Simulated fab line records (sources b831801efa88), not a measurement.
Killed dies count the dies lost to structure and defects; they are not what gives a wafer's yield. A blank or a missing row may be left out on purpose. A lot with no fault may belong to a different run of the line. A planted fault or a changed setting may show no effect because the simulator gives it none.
Which tool is to blame? | flow gf180mcu | Sampling: 13 lots, 39 wafers, 5 of 602 route steps

WHAT THE GAUGES READ, wafer by wafer
GF_VT_IMPLANT_RS_MEAS_48: a four-point-probe measurement. Usual: LVPWELL_RS 1198 ohm/sq, standard deviation 3.
lot  | measured     | on            | LVPWELL_RS (ohm/sq) | flag
L905 | day 7 14:40  | film metro-02 | 1202 1198 1202      |
L906 | day 7 22:01  | film metro-03 | 1198 1197 1200      |
L907 | day 8 05:32  | film metro-02 | 1196 1197 1194      |
L908 | day 8 13:48  | film metro-01 | 1242 1241 1244      | OFF
L909 | day 8 16:47  | film metro-02 | 1244 1246 1246      | OFF
L910 | day 9 03:07  | film metro-01 | 1245 1244 1243      | OFF
L917 | day 10 23:02 | film metro-01 | 1200 1204 1203      |
L918 | day 11 03:52 | film metro-03 | 1196 1193 1197      |
L919 | day 11 11:25 | film metro-01 | 1199 1194 1196      |
L924 | day 13 00:53 | film metro-02 | 1196 1198 1197      |
L925 | day 13 06:20 | film metro-02 | 1198 1198 1200      |
L926 | day 13 12:46 | film metro-02 | 1197 1201 1202      |
L928 | day 14 05:14 | film metro-03 | 1195 1200 1195      |

GF_HV_LDD_CD_MEAS_19 targets a cd of 400 nm. Usual: cd nm reads 399.6 nm (standard deviation 2.6).
lot  | measured     | on        | cd nm (nm)        | flag
L905 | day 10 22:02 | cd sem-02 | 398.9 398.2 397.3 |
L906 | day 11 05:46 | cd sem-02 | 401.9 401.7 401.5 |
L907 | day 11 16:19 | cd sem-01 | 401.8 401.9 398.9 |
L908 | day 11 23:17 | cd sem-02 | 398.3 399.7 399.0 |
L909 | day 12 03:26 | cd sem-02 | 399.1 398.3 399.3 |
L910 | day 12 17:07 | cd sem-01 | 397.6 399.5 398.0 |
L917 | day 14 13:45 | cd sem-01 | 400.7 401.7 401.7 |
L918 | day 14 19:48 | cd sem-01 | 401.7 404.1 404.3 |
L919 | day 15 06:07 | cd sem-01 | 398.4 399.1 398.4 |
L924 | day 16 23:44 | cd sem-02 | 396.4 399.1 393.3 |
L925 | day 17 05:41 | cd sem-02 | 400.1 401.5 396.8 |
L926 | day 17 11:43 | cd sem-01 | 400.2 400.8 402.5 |
L928 | day 18 06:29 | cd sem-02 | 393.4 391.5 394.7 |

TOOL THAT RAN EACH LOT (tool first, then ch and the chambers of the sampled wafers, then the start)
lot  | GF_LVPWELL_IMPLANT_08          | GF_VT_IMPLANT_RTA_45             | GF_HV_LDD_STRIP_10
L905 | implanter-04 ch 0, day 3 21:44 | rtp anneal-01 ch 0, day 7 14:19  | plasma asher-01 ch 0,1, day 10 03:58
L906 | implanter-03 ch 0, day 4 03:43 | rtp anneal-02 ch 0, day 7 21:40  | plasma asher-02 ch 0,1, day 10 11:49
L907 | implanter-04 ch 0, day 4 10:08 | rtp anneal-01 ch 0, day 8 05:11  | plasma asher-04 ch 0,1, day 10 21:31
L908 | implanter-04 ch 0, day 4 16:31 | rtp anneal-01 ch 0, day 8 13:28  | plasma asher-02 ch 0,1, day 11 04:53
L909 | implanter-04 ch 0, day 4 20:38 | rtp anneal-01 ch 0, day 8 16:26  | plasma asher-01 ch 0,1, day 11 08:23
L910 | implanter-04 ch 0, day 5 03:37 | rtp anneal-01 ch 0, day 9 02:46  | plasma asher-01 ch 0,1, day 11 21:52
L917 | implanter-02 ch 0, day 6 15:53 | rtp anneal-02 ch 0, day 10 22:42 | plasma asher-01 ch 0,1, day 13 17:04
L918 | implanter-02 ch 0, day 6 20:52 | rtp anneal-02 ch 0, day 11 03:31 | plasma asher-02 ch 0,1, day 13 22:21
L919 | implanter-02 ch 0, day 7 01:55 | rtp anneal-02 ch 0, day 11 11:04 | plasma asher-02 ch 0,1, day 14 08:13
L924 | implanter-02 ch 0, day 8 09:52 | rtp anneal-01 ch 0, day 13 00:33 | plasma asher-01 ch 0,1, day 16 01:34
L925 | implanter-03 ch 0, day 8 14:08 | rtp anneal-02 ch 0, day 13 05:59 | plasma asher-04 ch 0,1, day 16 07:07
L926 | implanter-04 ch 0, day 8 21:01 | rtp anneal-01 ch 0, day 13 12:25 | plasma asher-02 ch 0,1, day 16 12:55
L928 | implanter-02 ch 0, day 9 10:29 | rtp anneal-01 ch 0, day 14 04:53 | plasma asher-01 ch 0,1, day 17 07:08
- GF_LVPWELL_IMPLANT_08
- GF_VT_IMPLANT_RTA_45: time 30 s.
- GF_HV_LDD_STRIP_10: strips in O2/N2.

AS READ BY THE TOOLS THEMSELVES (means over the sampled wafers that have a number; for cases with no such wafer, the mark the record gives instead)
GF_LVPWELL_IMPLANT_08. Usual: beam energy keV reads 170.00 (standard deviation 0.052).
lot  | tool         | beam energy keV | flag
L905 | implanter-04 | 169.96          |
L906 | implanter-03 | 169.97          |
L907 | implanter-04 | 169.97          |
L908 | implanter-04 | 140.75          | OFF
L909 | implanter-04 | 140.77          | OFF
L910 | implanter-04 | 140.83          | OFF
L917 | implanter-02 | 169.98          |
L918 | implanter-02 | 169.97          |
L919 | implanter-02 | 169.97          |
L924 | implanter-02 | 170.06          |
L925 | implanter-03 | 169.99          |
L926 | implanter-04 | 170.07          |
L928 | implanter-02 | 169.98          |

GF_VT_IMPLANT_RTA_45. Usual: lamp power pct 36.1 %, standard deviation 0.52; wafer_temp_C_max 1053.6, standard deviation 1.4.
lot  | tool          | lamp power pct (%) | wafer_temp_C_max | flag
L905 | rtp anneal-01 | 35.6               | 1052.5           |
L906 | rtp anneal-02 | 36.7               | 1054.1           |
L907 | rtp anneal-01 | 35.6               | 1052.6           |
L908 | rtp anneal-01 | 35.6               | 1052.1           |
L909 | rtp anneal-01 | 35.6               | 1052.5           |
L910 | rtp anneal-01 | 35.6               | 1053.2           |
L917 | rtp anneal-02 | 36.7               | 1055.3           |
L918 | rtp anneal-02 | 36.6               | 1054.0           |
L919 | rtp anneal-02 | 36.7               | 1055.6           |
L924 | rtp anneal-01 | 35.6               | 1052.5           |
L925 | rtp anneal-02 | 36.6               | 1054.9           |
L926 | rtp anneal-01 | 35.6               | 1052.4           |
L928 | rtp anneal-01 | 35.6               | 1052.7           |

GF_HV_LDD_STRIP_10. Usual: drypump motor current A 5.8 A, standard deviation 0.34; heater power w 333 W, standard deviation 55; oes product au 0.716 a.u., standard deviation 0.0046; platen temp c 250.01 C, standard deviation 0.17; strip time to endpoint s 12.65 s, standard deviation 0.038.
lot  | tool            | drypump motor current A (A) | heater power w (W) | oes product au (a.u.) | platen temp c (C) | strip time to endpoint s (s) | flag
L905 | plasma asher-01 | 5.8                         | 320                | 0.719                 | 250.17            | 12.64                        |
L906 | plasma asher-02 | 5.6                         | 291                | 0.719                 | 249.97            | 12.61                        |
L907 | plasma asher-04 | 6.2                         | 388                | 0.717                 | 250.11            | 12.59                        |
L908 | plasma asher-02 | 5.6                         | 294                | 0.719                 | 249.90            | 12.66                        |
L909 | plasma asher-01 | 6.1                         | 312                | 0.713                 | 250.00            | 12.63                        |
L910 | plasma asher-01 | 5.8                         | 311                | 0.717                 | 249.99            | 12.66                        |
L917 | plasma asher-01 | 6.1                         | 322                | 0.718                 | 250.08            | 12.67                        |
L918 | plasma asher-02 | 5.4                         | 302                | 0.716                 | 250.08            | 12.66                        |
L919 | plasma asher-02 | 5.5                         | 301                | 0.717                 | 249.85            | 12.67                        |
L924 | plasma asher-01 | 6.0                         | 319                | 0.718                 | 250.12            | 12.65                        |
L925 | plasma asher-04 | 6.2                         | 390                | 0.718                 | 250.07            | 12.63                        |
L926 | plasma asher-02 | 5.5                         | 299                | 0.713                 | 249.89            | 12.67                        |
L928 | plasma asher-01 | 6.1                         | 315                | 0.718                 | 249.98            | 12.57                        |

THE ANSWER, worked out from the rows above alone
Rule: a lot is off if the mean of its wafers that have a number lies more than 3 standard deviations from the usual mean. A lot without any number at a reading at which 4 lots or more have one is off too. Any other lot the step has rows for is counted as sound. First the gauges in route order, then the tools' own readings, where a lot's mean is used as printed above. The first step at which some lot is off is used, and at that step the reading that is off furthest; a lot without a number counts as furthest.
Off: at GF_VT_IMPLANT_RS_MEAS_48 (LVPWELL_RS), L908, L909, L910.
If a tool, at a process step before that reading, ran all the lots that are off and no sound lot after the first of them, it fits. Not tried: the gauges at GF_VT_IMPLANT_RS_MEAS_48; whatever is off there is also off at GF_LVPWELL_IMPLANT_08, on other tools, and gauge error can't account for it. Of those tried, none fits.

WHAT HAD BEEN PUT IN BY THE SIMULATOR
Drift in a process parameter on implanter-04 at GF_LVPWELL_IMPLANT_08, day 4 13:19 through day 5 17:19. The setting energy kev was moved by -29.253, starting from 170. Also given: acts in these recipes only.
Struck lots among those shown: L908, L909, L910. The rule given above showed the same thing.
